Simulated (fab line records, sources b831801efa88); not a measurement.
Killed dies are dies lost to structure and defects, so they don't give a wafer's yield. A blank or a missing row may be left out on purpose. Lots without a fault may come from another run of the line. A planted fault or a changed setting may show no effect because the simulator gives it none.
One fault seen from 2 desks | flow sky130 | each desk has only its own numbers; what lay behind them comes last

THE TOOL OWNER'S DESK: litho_track-02
The tool's own readings at SKY_SD_P_DEVELOP_06 (develop time 60 s): means of the sampled wafers that have a number, for each lot that ran on this tool. A lot is out of limits, marked OUT, if its mean lies more than 4 standard deviations from the usual mean; the brackets give that distance.
Columns: A = developer_temp_C at SKY_SD_P_DEVELOP_06, usual 22.98 C; B = resist_line_temp_C at SKY_SD_P_DEVELOP_06, usual 23.00 C
lot  | first seen here | A               | B
L924 | day 26 21:53    | 22.95           | 22.90
L928 | day 28 21:47    | 22.98           | 22.94
L931 | day 28 23:36    | 22.86           | 22.99
L932 | day 29 12:05    | 23.09           | 23.04
L933 | day 29 21:26    | 20.76 (-20) OUT | 22.97
L935 | day 30 14:33    | 20.73 (-20) OUT | 23.06
This desk's finding: out of limits on L933, L935; first on L933, day 29 21:26 (developer_temp_C at SKY_SD_P_DEVELOP_06). In limits: L924, L928, L931, L932.

THE METROLOGY DESK
What the gauges read, lot by lot, whatever tool the lot ran on: means of the sampled wafers that have a number. A lot is out of limits, marked OUT, if its mean lies more than 4 standard deviations from the usual mean; the brackets give that distance.
Columns: A = POLY_GATE_OXIDATION_THK at SKY_POLY_GATE_THK_MEAS_21, usual 4.01 nm; B = cd_nm at SKY_SD_P_CD_MEAS_07, usual 380.1 nm
lot  | first seen here | A    | B
L921 | day 16 10:27    | 4.17 | 376.5
L922 | day 17 08:59    | 3.91 | 381.8
L924 | day 17 23:02    | 4.13 | 376.3
L927 | day 19 06:40    | 4.09 | 380.6
L928 | day 20 00:15    | 4.01 | 378.4
L931 | day 20 03:43    | 4.03 | 381.6
L932 | day 20 16:49    | 3.92 | 377.9
L933 | day 21 04:37    | 4.05 | 386.4
L934 | day 21 14:29    | 4.02 | 383.7
L935 | day 21 23:30    | 3.98 | 389.2
L937 | day 22 10:34    | 3.93 | 379.8
L943 | day 24 16:13    | 4.03 | 378.1
This desk's finding: nothing out of limits on any of the 12 lots.

PUT TOGETHER
The tool owner's desk could have raised an alarm at day 29 21:26, on L933, L935.
The metrology desk saw nothing out of limits.
The metrology desk has L933, L935 on record, within its limits.
Of the lots named, all ran SKY_SD_P_DEVELOP_06 on litho_track-02.

WHAT THE SIMULATOR HAD PUT IN
Process parameter drift: litho_track-02, from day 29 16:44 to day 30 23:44, at SKY_SD_P_DEVELOP_06. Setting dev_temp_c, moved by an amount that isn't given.
Lots struck among those shown: L933, L935.
Hours from the fault's start to each desk's first reading out of limits: the tool owner's desk, 5.
